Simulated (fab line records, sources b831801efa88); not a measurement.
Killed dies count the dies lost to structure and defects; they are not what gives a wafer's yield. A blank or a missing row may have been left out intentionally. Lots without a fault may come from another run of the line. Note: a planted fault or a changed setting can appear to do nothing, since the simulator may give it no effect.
fab line records + flow gf180mcu + part 2 of 2: steps 34 to 42 of 42
record:
- lots: 5
- wafers: 15
- last-day: 34
route steps=602 shown M2@371 V2@382 M3@409
lots with no fault: from the same line, run without faults
start-h: the number of hours between the record's first day and the start of the first shown wafer of the lot + wait-h: hours from the lot's prior step to this one + " unchanged from the row above + L1.1+2: a row that stands for several wafers + - either no value or no given start + * or withheld: withheld + < > ~ a bound
route shown NAME@n: names a module that has steps shown in the file, with the first one's number in the route + usual: mean/standard deviation taken from wafers without a fault + same: alike in all rows + chamber/n: place in a boat + sites: per-site readings + _std_site: their standard deviation + _edge_site: outer sites' mean less inner sites' + radius-mm: for every site, how far away it sits from the centre of the wafer + mask NAME#n: copy n + behind: the last tool/chamber to shape the wafer + hold: why the lot went on hold/how many hours it stayed there/how the hold came to an end + device: names the non-switching transistor (n, p or np) + end of line: the same wafers' tests at the end of the route + where a step has no rows: the recipe by itself + killed: count of dies lost to structure and defects at first sort (not the wafer's yield) + map: the dies of a wafer, with x for killed, . for not killed, _ for no die there
set.NAME: the run value of the setting; set.NAME@STEP: its run value at that earlier step + model.NAME: the simulator's own value behind a step, which no gauge read
lots at some steps of the route; a table a step, a row a wafer
services: a tool's chamber out of use, with start hour (start-h, from the record's first day; less than 0 if before it), hours out, and reason
== steps ==
step: GF_V2_SPUTTER_22
recipe:
- material: TiN
- target-thk-nm: 10
- chamber-pressure-pa: 5
- power-w: 4000
- time-s: 40
usual:
- throttle-valve-pct: 29.9/0.69
| lot.wafer | tool           | chamber | start-h | wait-h | throttle-valve-pct |
|-----------|----------------|---------|---------|--------|--------------------|
| L074.1    | pvd-sputter-01 | -       | 463.51  | 0.0    | 29.5               |
| L074.3    | "              | -       | "       | "      | 30.8               |
| L074.5    | "              | -       | "       | "      | 29.6               |
| L083.1    | pvd-sputter-03 | -       | 569.40  | 0.0    | 31.2               |
| L083.5    | "              | -       | "       | "      | 31.3               |
| L083.6    | "              | -       | "       | "      | 30.5               |
| L086.3    | pvd-sputter-02 | -       | 591.10  | 0.0    | 29.6               |
| L086.5    | "              | -       | "       | "      | 29.9               |
| L086.6    | "              | -       | "       | "      | 29.5               |
| L094.2    | pvd-sputter-02 | -       | 630.94  | 0.0    | 29.7               |
| L094.4    | "              | -       | "       | "      | 30.2               |
| L094.6    | "              | -       | "       | "      | 29.8               |
| L097.1    | pvd-sputter-01 | -       | 650.53  | 0.0    | 29.3               |
| L097.2    | "              | -       | "       | "      | 30.3               |
| L097.4    | "              | -       | "       | "      | 29.1               |
step: GF_V2_CVD_23
recipe:
- material: W
- target-thk-nm: 350
- time-s: 104.94
- temp-c: 400
- pressure-torr: 40
usual:
- heater-power-w: 843/62
| lot.wafer | tool     | chamber | start-h | wait-h | heater-power-w |
|-----------|----------|---------|---------|--------|----------------|
| L074.1    | cvd-w-02 | 0       | 463.54  | 0.0    | 864            |
| L074.3    | "        | 1       | "       | "      | 827            |
| L074.5    | "        | 0       | "       | "      | 872            |
| L083.1    | cvd-w-01 | 0       | 569.44  | 0.0    | 928            |
| L083.5    | "        | 1       | "       | "      | 749            |
| L083.6    | "        | 0       | "       | "      | 919            |
| L086.3    | cvd-w-01 | 1       | 591.18  | 0.1    | 763            |
| L086.5    | "        | 1       | "       | "      | 731            |
| L086.6    | "        | 0       | "       | "      | 908            |
| L094.2    | cvd-w-01 | 0       | 630.98  | 0.0    | 881            |
| L094.4    | "        | 1       | "       | "      | 749            |
| L094.6    | "        | 1       | "       | "      | 766            |
| L097.1    | cvd-w-02 | 0       | 650.57  | 0.0    | 898            |
| L097.2    | "        | 1       | "       | "      | 838            |
| L097.4    | "        | 1       | "       | "      | 836            |
step: GF_V2_RS_MEAS_24
recipe:
- thk-meas-gauge: four-point-probe
- reads: W_of_V2_CVD_23+TiN_of_V2_SPUTTER_22+Ti_of_V2_SPUTTER_21
usual:
- V2_W_RS: 0.325/0.0031
| lot.wafer | tool          | chamber | start-h | wait-h | V2_W_RS[ohm/sq] |
|-----------|---------------|---------|---------|--------|-----------------|
| L074.1    | film-metro-04 | -       | 463.66  | 0.1    | 0.322           |
| L074.3    | "             | -       | "       | "      | 0.323           |
| L074.5    | "             | -       | "       | "      | 0.324           |
| L083.1    | film-metro-02 | -       | 569.55  | 0.1    | 0.323           |
| L083.5    | "             | -       | "       | "      | 0.320           |
| L083.6    | "             | -       | "       | "      | 0.324           |
| L086.3    | film-metro-04 | -       | 591.29  | 0.1    | 0.329           |
| L086.5    | "             | -       | "       | "      | 0.328           |
| L086.6    | "             | -       | "       | "      | 0.325           |
| L094.2    | film-metro-03 | -       | 631.11  | 0.1    | 0.329           |
| L094.4    | "             | -       | "       | "      | 0.330           |
| L094.6    | "             | -       | "       | "      | 0.331           |
| L097.1    | film-metro-04 | -       | 650.68  | 0.1    | 0.327           |
| L097.2    | "             | -       | "       | "      | 0.326           |
| L097.4    | "             | -       | "       | "      | 0.324           |
step: GF_V2_THK_MEAS_25
recipe:
- thk-meas-gauge: xrf
- reads: W_of_V2_CVD_23
usual:
- V2_W_THK: 346/4.9
| lot.wafer | tool          | chamber | start-h | wait-h | V2_W_THK[nm] |
|-----------|---------------|---------|---------|--------|--------------|
| L074.1    | film-metro-04 | -       | 463.78  | 0.1    | 356          |
| L074.3    | "             | -       | "       | "      | 354          |
| L074.5    | "             | -       | "       | "      | 350          |
| L083.1    | film-metro-02 | -       | 569.67  | 0.1    | 345          |
| L083.5    | "             | -       | "       | "      | 346          |
| L083.6    | "             | -       | "       | "      | 342          |
| L086.3    | film-metro-04 | -       | 591.39  | 0.1    | 345          |
| L086.5    | "             | -       | "       | "      | 345          |
| L086.6    | "             | -       | "       | "      | 346          |
| L094.2    | film-metro-03 | -       | 631.22  | 0.1    | 337          |
| L094.4    | "             | -       | "       | "      | 337          |
| L094.6    | "             | -       | "       | "      | 335          |
| L097.1    | film-metro-04 | -       | 650.80  | 0.1    | 348          |
| L097.2    | "             | -       | "       | "      | 349          |
| L097.4    | "             | -       | "       | "      | 352          |
step: GF_V2_CMP_26
recipe:
- stop-on: SiO2
- down-force-psi: 3.5
- platen-rpm: 60
- t-overpolish-s: 15
- target-thk-nm: 0
- pad-velocity-m-s: 0.94248
usual:
- motor-current-A: 11.2/0.95
- overpolish-run-s: 15.000/0.0093
- platen-rpm: 60.00/0.043
- time-to-endpoint-s: 84/4.4
| lot.wafer | tool   | chamber | start-h | wait-h | motor-current-A | overpolish-run-s | platen-rpm | time-to-endpoint-s |
|-----------|--------|---------|---------|--------|-----------------|------------------|------------|--------------------|
| L074.3    | cmp-01 | 3       | 463.89  | 0.1    | 11.2            | 14.992           | 60.01      | 85                 |
| L074.1    | "      | 1       | "       | "      | 9.4             | 14.989           | 59.99      | 90                 |
| L074.5    | "      | 2       | "       | "      | 10.7            | 14.998           | 59.97      | 85                 |
| L083.1    | cmp-02 | 2       | 569.88  | 0.2    | 11.3            | 14.981           | 59.95      | 95                 |
| L083.6    | "      | 3       | "       | "      | 12.3            | 14.997           | 60.02      | 80                 |
| L083.5    | "      | 0       | "       | "      | 12.7            | 15.008           | 60.02      | 91                 |
| L086.3    | cmp-02 | 3       | 591.53  | 0.1    | 12.5            | 15.001           | 59.94      | 76                 |
| L086.6    | "      | 1       | "       | "      | 9.8             | 14.994           | 60.03      | 83                 |
| L086.5    | "      | 2       | "       | "      | 11.3            | 14.998           | 60.01      | 87                 |
| L094.4    | cmp-01 | 3       | 631.27  | 0.0    | 11.6            | 15.014           | 59.97      | 78                 |
| L094.2    | "      | 2       | "       | "      | 11.4            | 15.012           | 59.98      | 78                 |
| L094.6    | "      | 0       | "       | "      | 11.5            | 15.004           | 59.99      | 76                 |
| L097.4    | cmp-02 | 3       | 650.86  | 0.0    | 11.8            | 14.998           | 59.99      | 81                 |
| L097.1    | "      | 1       | "       | "      | 10.0            | 14.990           | 60.00      | 84                 |
| L097.2    | "      | 2       | "       | "      | 11.2            | 14.992           | 60.00      | 90                 |
step: GF_M3_SPUTTER_00
recipe:
- material: Ti
- target-thk-nm: 37.5
- arriving-ion-energy-ev: 80
- substrate-temp-c: 200
- chamber-pressure-pa: 2
- power-w: 4000
- time-s: 150
usual:
- throttle-valve-pct: 29.6/0.49
| lot.wafer | tool           | chamber | start-h | wait-h | throttle-valve-pct |
|-----------|----------------|---------|---------|--------|--------------------|
| L074.1    | pvd-sputter-04 | -       | 464.14  | 0.1    | 29.5               |
| L074.3    | "              | -       | "       | "      | 29.6               |
| L074.5    | "              | -       | "       | "      | 29.0               |
| L083.1    | pvd-sputter-04 | -       | 570.03  | 0.1    | 29.3               |
| L083.5    | "              | -       | "       | "      | 29.7               |
| L083.6    | "              | -       | "       | "      | 29.0               |
| L086.3    | pvd-sputter-01 | -       | 591.73  | 0.1    | 30.6               |
| L086.5    | "              | -       | "       | "      | 30.8               |
| L086.6    | "              | -       | "       | "      | 30.3               |
| L094.2    | pvd-sputter-04 | -       | 631.57  | 0.1    | 29.3               |
| L094.4    | "              | -       | "       | "      | 29.5               |
| L094.6    | "              | -       | "       | "      | 29.5               |
| L097.1    | pvd-sputter-02 | -       | 651.16  | 0.1    | 29.9               |
| L097.2    | "              | -       | "       | "      | 30.0               |
| L097.4    | "              | -       | "       | "      | 29.2               |
step: GF_M3_SPUTTER_01
recipe:
- material: TiN
- target-thk-nm: 30
- power-w: 6500
- time-s: 25
- chamber-pressure-pa: 0.4
usual:
- throttle-valve-pct: 29.6/0.5
| lot.wafer | tool           | chamber | start-h | wait-h | throttle-valve-pct |
|-----------|----------------|---------|---------|--------|--------------------|
| L074.1    | pvd-sputter-04 | -       | 464.24  | 0.1    | 29.4               |
| L074.3    | "              | -       | "       | "      | 29.6               |
| L074.5    | "              | -       | "       | "      | 28.9               |
| L083.1    | pvd-sputter-04 | -       | 570.13  | 0.1    | 29.5               |
| L083.5    | "              | -       | "       | "      | 29.8               |
| L083.6    | "              | -       | "       | "      | 29.0               |
| L086.3    | pvd-sputter-01 | -       | 591.83  | 0.1    | 30.5               |
| L086.5    | "              | -       | "       | "      | 30.5               |
| L086.6    | "              | -       | "       | "      | 30.2               |
| L094.2    | pvd-sputter-04 | -       | 631.67  | 0.1    | 29.3               |
| L094.4    | "              | -       | "       | "      | 29.3               |
| L094.6    | "              | -       | "       | "      | 29.6               |
| L097.1    | pvd-sputter-02 | -       | 651.26  | 0.1    | 29.7               |
| L097.2    | "              | -       | "       | "      | 30.0               |
| L097.4    | "              | -       | "       | "      | 29.6               |
step: GF_M3_SPUTTER_02
recipe:
- material: AlCu
- target-thk-nm: 450
- power-w: 10600
- time-s: 23.9
- chamber-pressure-pa: 0.4
usual:
- throttle-valve-pct: 29.6/0.48
| lot.wafer | tool           | chamber | start-h | wait-h | throttle-valve-pct |
|-----------|----------------|---------|---------|--------|--------------------|
| L074.1    | pvd-sputter-04 | -       | 464.27  | 0.0    | 29.6               |
| L074.3    | "              | -       | "       | "      | 29.8               |
| L074.5    | "              | -       | "       | "      | 29.1               |
| L083.1    | pvd-sputter-04 | -       | 570.16  | 0.0    | 29.5               |
| L083.5    | "              | -       | "       | "      | 29.2               |
| L083.6    | "              | -       | "       | "      | 29.0               |
| L086.3    | pvd-sputter-01 | -       | 591.87  | 0.0    | 30.7               |
| L086.5    | "              | -       | "       | "      | 30.6               |
| L086.6    | "              | -       | "       | "      | 30.4               |
| L094.2    | pvd-sputter-04 | -       | 631.70  | 0.0    | 29.6               |
| L094.4    | "              | -       | "       | "      | 29.4               |
| L094.6    | "              | -       | "       | "      | 29.8               |
| L097.1    | pvd-sputter-02 | -       | 651.29  | 0.0    | 29.7               |
| L097.2    | "              | -       | "       | "      | 30.1               |
| L097.4    | "              | -       | "       | "      | 29.5               |
step: GF_M3_SPUTTER_03
recipe:
- material: Ti
- target-thk-nm: 10
- substrate-temp-c: 300
- chamber-pressure-pa: 0.3
- power-w: 3000
- time-s: 6.7
usual:
- throttle-valve-pct: 29.6/0.49
| lot.wafer | tool           | chamber | start-h | wait-h | throttle-valve-pct |
|-----------|----------------|---------|---------|--------|--------------------|
| L074.1    | pvd-sputter-04 | -       | 464.30  | 0.0    | 29.1               |
| L074.3    | "              | -       | "       | "      | 29.5               |
| L074.5    | "              | -       | "       | "      | 29.0               |
| L083.1    | pvd-sputter-04 | -       | 570.19  | 0.0    | 29.5               |
| L083.5    | "              | -       | "       | "      | 29.7               |
| L083.6    | "              | -       | "       | "      | 28.8               |
| L086.3    | pvd-sputter-01 | -       | 591.90  | 0.0    | 30.6               |
| L086.5    | "              | -       | "       | "      | 30.5               |
| L086.6    | "              | -       | "       | "      | 30.4               |
| L094.2    | pvd-sputter-04 | -       | 631.73  | 0.0    | 29.4               |
| L094.4    | "              | -       | "       | "      | 29.2               |
| L094.6    | "              | -       | "       | "      | 29.8               |
| L097.1    | pvd-sputter-02 | -       | 651.32  | 0.0    | 30.1               |
| L097.2    | "              | -       | "       | "      | 29.8               |
| L097.4    | "              | -       | "       | "      | 29.3               |
== services ==
| tool           | chamber | start-h | hours | kind   |
|----------------|---------|---------|-------|--------|
| krf-scanner-01 | -       | 400.44  | 1.0   | pm     |
| cmp-02         | -       | 404.07  | 4.0   | pm     |
| pvd-sputter-01 | -       | 414.40  | 14.3  | repair |
| rie-diel-01    | -       | 476.02  | 1.6   | repair |
| krf-scanner-01 | -       | 477.56  | 0.8   | pm     |
| pvd-sputter-04 | -       | 481.41  | 1.1   | repair |
| cmp-02         | -       | 494.39  | 1.0   | repair |
| rie-diel-01    | 3       | 495.28  | 12.6  | repair |
| cmp-02         | -       | 499.72  | 0.5   | repair |
| krf-scanner-01 | -       | 505.42  | 1.3   | pm     |
| cmp-02         | -       | 509.08  | 1.5   | repair |
| cmp-02         | -       | 533.25  | 0.5   | repair |
| rie-diel-01    | 1       | 542.34  | 1.6   | repair |
| pvd-sputter-02 | -       | 557.11  | 1.6   | repair |
| wet-bench-01   | -       | 560.38  | 1.9   | pm     |
| krf-scanner-01 | -       | 569.17  | 1.0   | pm     |
| pvd-sputter-01 | -       | 587.81  | 0.8   | repair |
| krf-scanner-01 | -       | 600.64  | 3.6   | pm     |
| rie-diel-01    | -       | 610.47  | 2.8   | pm     |
| pvd-sputter-04 | -       | 611.84  | 18.6  | repair |
| pvd-sputter-04 | -       | 636.75  | 11.1  | repair |
| rie-diel-01    | 3       | 642.65  | 1.6   | repair |
| krf-scanner-01 | -       | 646.43  | 0.8   | pm     |
| pvd-sputter-02 | -       | 647.12  | 3.4   | repair |
